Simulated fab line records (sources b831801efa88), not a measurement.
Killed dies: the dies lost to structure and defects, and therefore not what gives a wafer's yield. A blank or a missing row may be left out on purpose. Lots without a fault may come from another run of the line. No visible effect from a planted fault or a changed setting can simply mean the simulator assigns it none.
fab line records	flow sky130
record: lots: 7	wafers: 21	last_day: 50
route steps=708 shown LDD_N@245 LDD_P@255 LDD_HVN@267 LDD_HVP@278
lots that met no fault: taken from a fault-free run of the same line
start_h: hours from the record's first day to the start of the lot's first wafer shown	wait_h: hours from the lot's prior step to this one	" identical to the entry in the row above	L1.1+2: a row that stands for several wafers	- value missing, or start not given	* or withheld: withheld	< > ~ a bound
route shown NAME@n: NAME is a module with steps in the file, n the number in the route of the first one	usual: mean/standard deviation of fault-free wafers	same: alike in all rows	chamber/n: place in a boat	sites: per-site readings	_std_site: their standard deviation	_edge_site: inner sites' mean taken away from outer sites' mean	radius_mm: how far each site lies from the wafer's centre	mask NAME#n: copy n	behind: tool/chamber where the wafer was last shaped	hold: reason for holding the lot/hours on hold/outcome of the hold	device: the n, p or np transistor that did not switch	end of line: the tests these same wafers got at the end of their route	for a step that has no rows: nothing shown but its recipe	killed: at the first sort, the dies lost to defects and structure; wafer yield is something else	map: per-die view of a wafer (x killed, . not killed, _ where there is no die)
set.NAME: the setting as run; set.NAME@STEP: as run at that earlier step	model.NAME: the simulator's own value behind a step, which no gauge read
lots seen at some steps along the route; tables by step, rows by wafer
services: when a tool's chamber went out of use (start_h, in hours from the record's first day, below 0 if earlier), for how many hours, and the reason
== steps ==
step: SKY_LDD_N_IMPLANT_08
recipe: species: As	energy_kev: 20	dose_cm2: 7.5e+13	tilt_deg: withheld	rotation_deg: 23
step: SKY_LDD_N_IMPLANT_09
recipe: species: As	energy_kev: 20	dose_cm2: 7.5e+13	tilt_deg: withheld	rotation_deg: 113
step: SKY_LDD_N_IMPLANT_10
recipe: species: As	energy_kev: 20	dose_cm2: 7.5e+13	tilt_deg: withheld	rotation_deg: 203
step: SKY_LDD_N_IMPLANT_11
recipe: species: As	energy_kev: 20	dose_cm2: 7.5e+13	tilt_deg: withheld	rotation_deg: 293
step: SKY_LDD_N_IMPLANT_12
recipe: species: BF2	energy_kev: 50	dose_cm2: 5e+12	tilt_deg: 30	rotation_deg: 0
step: SKY_LDD_N_IMPLANT_13
recipe: species: BF2	energy_kev: 50	dose_cm2: 5e+12	tilt_deg: 30	rotation_deg: 90
step: SKY_LDD_N_IMPLANT_14
recipe: species: BF2	energy_kev: 50	dose_cm2: 5e+12	tilt_deg: 30	rotation_deg: 180
step: SKY_LDD_N_IMPLANT_15
recipe: species: BF2	energy_kev: 50	dose_cm2: 5e+12	tilt_deg: 30	rotation_deg: 270
step: SKY_LDD_N_STRIP_16
recipe: chemistry: O2/N2	power_w: 1400	pressure_mtorr: 1500	platen_temp_c: withheld	o2_flow_sccm: 3000	n2_flow_sccm: 300	overash_fraction: 0.5
usual: drypump_motor_current_A: 5.39/0.26	oes_product_au: 0.407/0.0041	strip_time_to_endpoint_s: 4.317/0.015
lot.wafer	tool	chamber	start_h	wait_h	drypump_motor_current_A	oes_product_au	rf_hours_counter_h	strip_time_to_endpoint_s
L167.3	plasma_asher-01	1	467.21	0.1	5.32	0.412	-	4.306
L167.4	"	0	"	"	5.11	0.406	-	4.308
L167.5	"	0	"	"	5.11	0.407	-	4.306
L169.2	plasma_asher-03	0	485.73	0.1	5.33	0.409	68	4.306
L169.4	"	0	"	"	5.32	0.411	-	4.314
L169.6	"	0	"	"	5.33	0.403	-	4.300
L174.1	plasma_asher-03	0	516.62	0.1	5.31	0.412	71	4.330
L174.2	"	1	"	"	5.25	0.407	71	4.303
L174.5	"	0	"	"	5.31	0.405	-	4.311
L175.1	plasma_asher-03	1	527.08	0.1	5.25	0.406	72	4.317
L175.2	"	0	"	"	5.30	0.406	72	4.303
L175.3	"	1	"	"	5.27	0.408	-	4.300
L176.1	plasma_asher-01	1	533.63	0.1	5.32	0.402	39	4.322
L176.3	"	1	"	"	5.29	0.407	-	4.329
L176.4	"	0	"	"	5.12	0.410	-	4.314
L183.1	plasma_asher-01	1	578.82	0.1	5.29	0.404	45	4.320
L183.4	"	0	"	"	5.10	0.411	-	4.312
L183.5	"	0	"	"	5.10	0.407	-	4.347
L184.1	plasma_asher-03	1	584.97	0.1	5.26	0.399	76	4.334
L184.2	"	0	"	"	5.33	0.406	76	4.312
L184.6	"	0	"	"	5.31	0.400	-	4.328
step: SKY_LDD_N_TW_MEAS_17
usual: LDD_N_TW: 2552/14
lot.wafer	tool	chamber	start_h	wait_h	LDD_N_TW
L167.3	film_metro-02	-	467.30	0.1	2545
L167.4	"	-	"	"	2538
L167.5	"	-	"	"	2520
L169.2	film_metro-02	-	485.84	0.1	2538
L169.4	"	-	"	"	2538
L169.6	"	-	"	"	2542
L174.1	film_metro-03	-	516.72	0.1	2541
L174.2	"	-	"	"	2536
L174.5	"	-	"	"	2543
L175.1	film_metro-02	-	527.18	0.1	2543
L175.2	"	-	"	"	2556
L175.3	"	-	"	"	2541
L176.1	film_metro-03	-	533.73	0.1	2565
L176.3	"	-	"	"	2565
L176.4	"	-	"	"	2569
L183.1	film_metro-01	-	578.92	0.1	2568
L183.4	"	-	"	"	2579
L183.5	"	-	"	"	2559
L184.1	film_metro-02	-	585.07	0.1	2558
L184.2	"	-	"	"	2548
L184.6	"	-	"	"	2551
step: SKY_LDD_P_DEHYDRATE_00
recipe: temp_c: 200	time_s: 60
step: SKY_LDD_P_HMDS_01
recipe: prime_time_s: 60	prime_temp_c: 120
step: SKY_LDD_P_COAT_02
recipe: resist: NOVOLAK	spin_rpm: 3000	resist_thk_nm: 1140
usual: chill_plate_temp_C: 23.00/0.13	dispense_pressure_kPa: 47/5.4
lot.wafer	tool	chamber	start_h	wait_h	chill_plate_temp_C	dispense_pressure_kPa
L167.3	litho_track-01	0	482.59	0.1	23.12	41
L167.4	"	0	"	"	23.08	41
L167.5	"	0	"	"	23.13	41
L169.2	litho_track-01	0	500.11	0.1	23.11	41
L169.4	"	0	"	"	22.99	41
L169.6	"	0	"	"	23.07	41
L174.1	litho_track-01	-	530.74	0.1	-	-
L174.2	"	-	"	"	-	-
L174.5	"	-	"	"	-	-
L175.1	litho_track-01	-	542.14	0.1	-	-
L175.2	"	-	"	"	-	-
L175.3	"	-	"	"	-	-
L176.1	litho_track-02	-	548.87	0.1	-	-
L176.3	"	-	"	"	-	-
L176.4	"	-	"	"	-	-
L183.1	litho_track-01	0	592.79	0.1	22.81	41
L183.4	"	0	"	"	22.81	41
L183.5	"	0	"	"	22.89	41
L184.1	litho_track-04	0	599.04	0.1	23.06	54
L184.2	"	0	"	"	22.86	54
L184.6	"	0	"	"	23.14	54
step: SKY_LDD_P_SOFTBAKE_03
recipe: temp_c: 90	time_s: 60	resist: NOVOLAK
step: SKY_LDD_P_EXPOSE_04
recipe: mask_id: PSDM	na: 0.6	source_shape: conventional	sigma_outer: 0.6	polarization: unpolarized	target_cd_nm: 380	dose_mj: 138
step: SKY_LDD_P_PEB_05
recipe: temp_c: withheld	time_s: *	resist: NOVOLAK
step: SKY_LDD_P_DEVELOP_06
recipe: resist: NOVOLAK	developer: TMAH	develop_time_s: 60	dev_temp_c: 23
step: SKY_LDD_P_CD_MEAS_07
recipe: target_cd_nm: 380
usual: cd_nm: 379.4/2.5
lot.wafer	tool	chamber	start_h	wait_h	cd_nm
L167.3	cd_sem-01	-	497.73	0.1	378.5
L167.4	"	-	"	"	377.2
L167.5	"	-	"	"	380.7
L169.2	cd_sem-01	-	516.04	0.1	376.0
L169.4	"	-	"	"	374.3
L169.6	"	-	"	"	374.5
L174.1	cd_sem-02	-	546.72	0.1	-
L174.2	"	-	"	"	-
L174.5	"	-	"	"	-
L175.1	cd_sem-02	-	556.62	0.1	-
L175.2	"	-	"	"	-
L175.3	"	-	"	"	-
L176.1	cd_sem-02	-	562.79	0.1	-
L176.3	"	-	"	"	-
L176.4	"	-	"	"	-
L183.1	cd_sem-02	-	607.94	0.1	382.1
L183.4	"	-	"	"	382.9
L183.5	"	-	"	"	383.1
L184.1	cd_sem-01	-	614.59	0.1	376.0
L184.2	"	-	"	"	379.2
L184.6	"	-	"	"	379.3
step: SKY_LDD_P_OVL_MEAS_08
usual: LDD_P_OVL: 0.4/1.3
lot.wafer	tool	chamber	start_h	wait_h	LDD_P_OVL[nm]
L167.3	overlay-01	-	497.82	0.1	-1.5
L167.4	"	-	"	"	-0.7
L167.5	"	-	"	"	-1.3
L169.2	overlay-01	-	516.14	0.1	0.4
L169.4	"	-	"	"	-2.4
L169.6	"	-	"	"	-1.6
L174.1	overlay-01	-	546.84	0.1	-
L174.2	"	-	"	"	-
L174.5	"	-	"	"	-
L175.1	overlay-01	-	556.74	0.1	-
L175.2	"	-	"	"	-
L175.3	"	-	"	"	-
L176.1	overlay-01	-	562.91	0.1	-
L176.3	"	-	"	"	-
L176.4	"	-	"	"	-
L183.1	overlay-02	-	608.06	0.1	0.1
L183.4	"	-	"	"	-0.8
L183.5	"	-	"	"	-0.2
L184.1	overlay-02	-	614.71	0.1	1.1
L184.2	"	-	"	"	1.5
L184.6	"	-	"	"	0.3
step: SKY_LDD_P_IMPLANT_09
recipe: species: BF2	energy_kev: 25	dose_cm2: 1e+13	tilt_deg: withheld
step: SKY_LDD_P_STRIP_10
recipe: chemistry: O2/N2	power_w: 1400	pressure_mtorr: 1500	platen_temp_c: withheld	o2_flow_sccm: 3000	n2_flow_sccm: 300	overash_fraction: 0.5
usual: drypump_motor_current_A: 5.5/0.33	oes_product_au: 0.715/0.0043	strip_time_to_endpoint_s: 14.19/0.039
lot.wafer	tool	chamber	start_h	wait_h	drypump_motor_current_A	oes_product_au	rf_hours_counter_h	strip_time_to_endpoint_s
L167.3	plasma_asher-01	1	498.03	0.1	5.3	0.716	-	14.18
L167.4	"	0	"	"	5.1	0.716	-	14.14
L167.5	"	1	"	"	5.3	0.717	-	14.19
L169.2	plasma_asher-04	0	516.32	0.1	5.9	0.714	8	14.15
L169.4	"	0	"	"	5.9	0.720	-	14.14
L169.6	"	1	"	"	5.8	0.712	-	14.12
L174.1	plasma_asher-01	1	547.02	0.1	5.3	-	41	-
L174.2	"	0	"	"	5.1	-	41	-
L174.5	"	1	"	"	5.3	-	-	-
L175.1	plasma_asher-01	1	556.92	0.1	5.3	-	43	-
L175.2	"	0	"	"	5.1	-	43	-
L175.3	"	1	"	"	5.3	-	-	-
L176.1	plasma_asher-02	1	563.10	0.1	6.0	-	86	-
L176.3	"	1	"	"	6.0	-	-	-
L176.4	"	0	"	"	5.7	-	-	-
L183.1	plasma_asher-04	0	608.25	0.1	5.9	0.714	19	14.14
L183.4	"	0	"	"	5.9	0.715	-	14.14
L183.5	"	1	"	"	5.8	0.718	-	14.15
L184.1	plasma_asher-04	0	614.90	0.1	5.9	0.718	20	14.12
L184.2	"	1	"	"	5.8	0.714	20	14.21
L184.6	"	0	"	"	5.9	0.707	-	14.19
step: SKY_LDD_P_TW_MEAS_11
usual: LDD_P_TW: 632/5.6
lot.wafer	tool	chamber	start_h	wait_h	LDD_P_TW
L167.3	film_metro-04	-	498.11	0.1	638
L167.4	"	-	"	"	638
L167.5	"	-	"	"	635
L169.2	film_metro-04	-	516.43	0.1	631
L169.4	"	-	"	"	633
L169.6	"	-	"	"	634
L174.1	film_metro-01	-	547.12	0.1	627
L174.2	"	-	"	"	628
L174.5	"	-	"	"	626
L175.1	film_metro-03	-	557.02	0.1	622
L175.2	"	-	"	"	627
L175.3	"	-	"	"	625
L176.1	film_metro-01	-	563.20	0.1	632
L176.3	"	-	"	"	633
L176.4	"	-	"	"	629
L183.1	film_metro-03	-	608.35	0.1	627
L183.4	"	-	"	"	624
L183.5	"	-	"	"	623
L184.1	film_metro-04	-	615.00	0.1	640
L184.2	"	-	"	"	643
L184.6	"	-	"	"	642
step: SKY_LDD_HVN_DEHYDRATE_00
recipe: temp_c: 200	time_s: 60
step: SKY_LDD_HVN_HMDS_01
recipe: prime_time_s: 60	prime_temp_c: 120
step: SKY_LDD_HVN_COAT_02
recipe: resist: NOVOLAK	spin_rpm: 3000	resist_thk_nm: 300
step: SKY_LDD_HVN_SOFTBAKE_03
recipe: temp_c: 90	time_s: 60	resist: NOVOLAK
step: SKY_LDD_HVN_EXPOSE_04
recipe: mask_id: HVNTM	na: 0.6	source_shape: conventional	sigma_outer: 0.6	polarization: unpolarized	target_cd_nm: 700	dose_mj: 127
step: SKY_LDD_HVN_PEB_05
recipe: temp_c: withheld	time_s: *	resist: NOVOLAK
step: SKY_LDD_HVN_DEVELOP_06
recipe: resist: NOVOLAK	developer: TMAH	develop_time_s: 60	dev_temp_c: 23
step: SKY_LDD_HVN_OVL_MEAS_07
usual: LDD_HVN_OVL: -0.5/1.6
lot.wafer	tool	chamber	start_h	wait_h	LDD_HVN_OVL[nm]
L167.3	overlay-01	-	528.03	0.1	-1.0
L167.4	"	-	"	"	-2.4
L167.5	"	-	"	"	-1.3
L169.2	overlay-02	-	546.42	0.1	-1.6
L169.4	"	-	"	"	1.0
L169.6	"	-	"	"	-0.9
L174.1	overlay-02	-	576.39	0.1	2.6
L174.2	"	-	"	"	-0.5
L174.5	"	-	"	"	1.4
L175.1	overlay-01	-	586.57	0.1	0.7
L175.2	"	-	"	"	2.7
L175.3	"	-	"	"	1.3
L176.1	overlay-01	-	592.89	0.1	-0.5
L176.3	"	-	"	"	-1.1
L176.4	"	-	"	"	-1.2
L183.1	overlay-02	-	636.89	0.1	0.4
L183.4	"	-	"	"	2.1
L183.5	"	-	"	"	-0.5
L184.1	overlay-02	-	643.89	0.1	-1.0
L184.2	"	-	"	"	-2.4
L184.6	"	-	"	"	-2.3
step: SKY_LDD_HVN_IMPLANT_08
recipe: species: P	energy_kev: 60	dose_cm2: 3e+13	tilt_deg: 40
step: SKY_LDD_HVN_STRIP_09
recipe: chemistry: O2/N2	power_w: 1400	pressure_mtorr: 1500	platen_temp_c: withheld	o2_flow_sccm: 3000	n2_flow_sccm: 300	overash_fraction: 0.5
usual: drypump_motor_current_A: 5.68/0.27	oes_product_au: 0.408/0.0047	strip_time_to_endpoint_s: 4.137/0.016
lot.wafer	tool	chamber	start_h	wait_h	drypump_motor_current_A	oes_product_au	rf_hours_counter_h	strip_time_to_endpoint_s
L167.3	plasma_asher-04	1	528.23	0.1	5.88	0.408	-	4.139
L167.4	"	0	"	"	5.91	0.408	-	4.144
L167.5	"	0	"	"	5.90	0.408	-	4.152
L169.2	plasma_asher-04	0	546.70	0.2	5.91	0.411	12	4.144
L169.4	"	1	"	"	5.83	0.407	-	4.145
L169.6	"	1	"	"	5.87	0.400	-	4.141
L174.1	plasma_asher-02	0	576.57	0.1	5.69	0.408	87	4.108
L174.2	"	1	"	"	5.92	0.408	87	4.125
L174.5	"	0	"	"	5.67	0.407	-	4.110
L175.1	plasma_asher-02	1	586.75	0.1	5.93	0.408	88	4.120
L175.2	"	0	"	"	5.68	0.415	88	4.157
L175.3	"	0	"	"	5.70	0.410	-	4.139
L176.1	plasma_asher-02	1	593.07	0.1	5.93	0.401	89	4.141
L176.3	"	1	"	"	5.94	0.413	-	4.129
L176.4	"	0	"	"	5.71	0.417	-	4.143
L183.1	plasma_asher-03	1	637.08	0.1	5.25	0.405	81	4.139
L183.4	"	0	"	"	5.32	0.404	-	4.125
L183.5	"	0	"	"	5.33	0.417	-	4.124
L184.1	plasma_asher-02	1	644.07	0.1	5.94	0.402	94	4.152
L184.2	"	0	"	"	5.71	0.409	94	4.117
L184.6	"	1	"	"	5.94	0.408	-	4.104
step: SKY_LDD_HVN_TW_MEAS_10
usual: LDD_HVN_TW: 1422/13
lot.wafer	tool	chamber	start_h	wait_h	hold	LDD_HVN_TW
L167.3	film_metro-02	-	528.32	0.1	-	1404
L167.4	"	-	"	"	-	1412
L167.5	"	-	"	"	-	1416
L169.2	film_metro-02	-	546.81	0.1	-	1408
L169.4	"	-	"	"	-	1406
L169.6	"	-	"	"	-	1406
L174.1	film_metro-04	-	576.67	0.1	await_dispo/0.2h/release	1478
L174.2	"	-	"	"	await_dispo/0.2h/release	1476
L174.5	"	-	"	"	await_dispo/0.2h/release	1480
L174.1	film_metro-04	-	576.90	0.2	-	1479
L174.2	"	-	"	"	-	1475
L174.5	"	-	"	"	-	1477
L175.1	film_metro-03	-	586.85	0.1	-	1458
L175.2	"	-	"	"	-	1444
L175.3	"	-	"	"	-	1445
L176.1	film_metro-03	-	593.17	0.1	-	1457
L176.3	"	-	"	"	-	1451
L176.4	"	-	"	"	-	1452
L183.1	film_metro-02	-	637.18	0.1	-	1413
L183.4	"	-	"	"	-	1419
L183.5	"	-	"	"	-	1425
L184.1	film_metro-04	-	644.17	0.1	-	1448
L184.2	"	-	"	"	-	1437
L184.6	"	-	"	"	-	1442
step: SKY_LDD_HVP_DEHYDRATE_00
recipe: temp_c: 200	time_s: 60
step: SKY_LDD_HVP_HMDS_01
recipe: prime_time_s: 60	prime_temp_c: 120
step: SKY_LDD_HVP_COAT_02
recipe: resist: NOVOLAK	spin_rpm: 3000	resist_thk_nm: 300
step: SKY_LDD_HVP_SOFTBAKE_03
recipe: temp_c: 90	time_s: 60	resist: NOVOLAK
step: SKY_LDD_HVP_EXPOSE_04
recipe: mask_id: HVPTM	na: 0.6	source_shape: conventional	sigma_outer: 0.6	polarization: unpolarized	target_cd_nm: 700	dose_mj: 86
step: SKY_LDD_HVP_PEB_05
recipe: temp_c: withheld	time_s: *	resist: NOVOLAK
step: SKY_LDD_HVP_DEVELOP_06
recipe: resist: NOVOLAK	developer: TMAH	develop_time_s: 60	dev_temp_c: 23
step: SKY_LDD_HVP_OVL_MEAS_07
usual: LDD_HVP_OVL: 0.0/1.5
lot.wafer	tool	chamber	start_h	wait_h	LDD_HVP_OVL[nm]
L167.3	overlay-02	-	558.20	0.1	-1.0
L167.4	"	-	"	"	0.0
L167.5	"	-	"	"	-2.8
L169.2	overlay-01	-	575.47	0.1	0.2
L169.4	"	-	"	"	0.5
L169.6	"	-	"	"	0.2
L174.1	overlay-02	-	605.54	0.1	-0.1
L174.2	"	-	"	"	0.8
L174.5	"	-	"	"	2.3
L175.1	overlay-02	-	615.89	0.1	-0.6
L175.2	"	-	"	"	2.1
L175.3	"	-	"	"	0.3
L176.1	overlay-02	-	622.46	0.1	-1.5
L176.3	"	-	"	"	-1.7
L176.4	"	-	"	"	-0.2
L183.1	overlay-02	-	665.51	0.1	-1.1
L183.4	"	-	"	"	0.0
L183.5	"	-	"	"	0.2
L184.1	overlay-01	-	672.39	0.1	-1.4
L184.2	"	-	"	"	-1.2
L184.6	"	-	"	"	-2.6
step: SKY_LDD_HVP_IMPLANT_08
recipe: species: B	energy_kev: 20	dose_cm2: 1.7e+13	tilt_deg: 17.9
step: SKY_LDD_HVP_TW_MEAS_10
usual: LDD_HVP_TW: 454/3.5
lot.wafer	tool	chamber	start_h	wait_h	hold	LDD_HVP_TW
L167.3	film_metro-04	-	558.49	0.1	-	454
L167.4	"	-	"	"	-	455
L167.5	"	-	"	"	-	455
L169.2	film_metro-02	-	575.76	0.1	-	449
L169.4	"	-	"	"	-	450
L169.6	"	-	"	"	-	449
L174.1	film_metro-04	-	605.82	0.1	await_dispo/0.2h/release	704
L174.2	"	-	"	"	await_dispo/0.2h/release	705
L174.5	"	-	"	"	await_dispo/0.2h/release	705
L174.1	film_metro-04	-	606.05	0.2	-	707
L174.2	"	-	"	"	-	708
L174.5	"	-	"	"	-	704
L175.1	film_metro-01	-	616.17	0.1	await_dispo/0.2h/release	696
L175.2	"	-	"	"	await_dispo/0.2h/release	692
L175.3	"	-	"	"	await_dispo/0.2h/release	693
L175.1	film_metro-01	-	616.40	0.2	-	693
L175.2	"	-	"	"	-	695
L175.3	"	-	"	"	-	693
L176.1	film_metro-04	-	622.75	0.1	await_dispo/0.2h/release	701
L176.3	"	-	"	"	await_dispo/0.2h/release	702
L176.4	"	-	"	"	await_dispo/0.2h/release	704
L176.1	film_metro-04	-	622.98	0.2	-	700
L176.3	"	-	"	"	-	704
L176.4	"	-	"	"	-	703
L183.1	film_metro-01	-	665.80	0.1	-	455
L183.4	"	-	"	"	-	453
L183.5	"	-	"	"	-	453
L184.1	film_metro-01	-	672.67	0.1	-	455
L184.2	"	-	"	"	-	453
L184.6	"	-	"	"	-	454
== services ==
tool	chamber	start_h	hours	kind
plasma_asher-03	-	467.60	10.3	repair
plasma_asher-03	-	529.88	22.8	pm
plasma_asher-02	-	545.50	14.6	pm
plasma_asher-04	-	578.01	1.6	repair
== key ==
first_sign: step: SKY_LDD_P_COAT_02	reading: tool_record	direction: missing
effect: step: SKY_LDD_P_CD_MEAS_07	reading: cd_nm	direction: missing
effect: step: SKY_LDD_P_OVL_MEAS_08	reading: LDD_P_OVL	direction: missing
effect: step: SKY_LDD_HVN_TW_MEAS_10	reading: LDD_HVN_TW	direction: up	sigmas: 2.8	usual: 1422	struck: 1460
effect: step: SKY_LDD_HVP_TW_MEAS_10	reading: LDD_HVP_TW	direction: up	sigmas: 69	usual: 454	struck: 700
met_at SKY_LDD_P_COAT_02
struck_wafers L174.1,L174.2,L174.5,L175.1,L175.2,L175.3,L176.1,L176.3,L176.4
scrapped_behind SKY_LDD_HVP_TW_MEAS_10 L174.1,L174.2,L174.5,L175.1,L175.2,L175.3,L176.1,L176.3,L176.4
onset_between 500.11 530.74
fault: kind: skipped_step_whole	tool: litho_track-01,litho_track-02	chamber: -	onset_h: 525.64	steps: SKY_LDD_P_COAT_02	scope: struck_lots_only
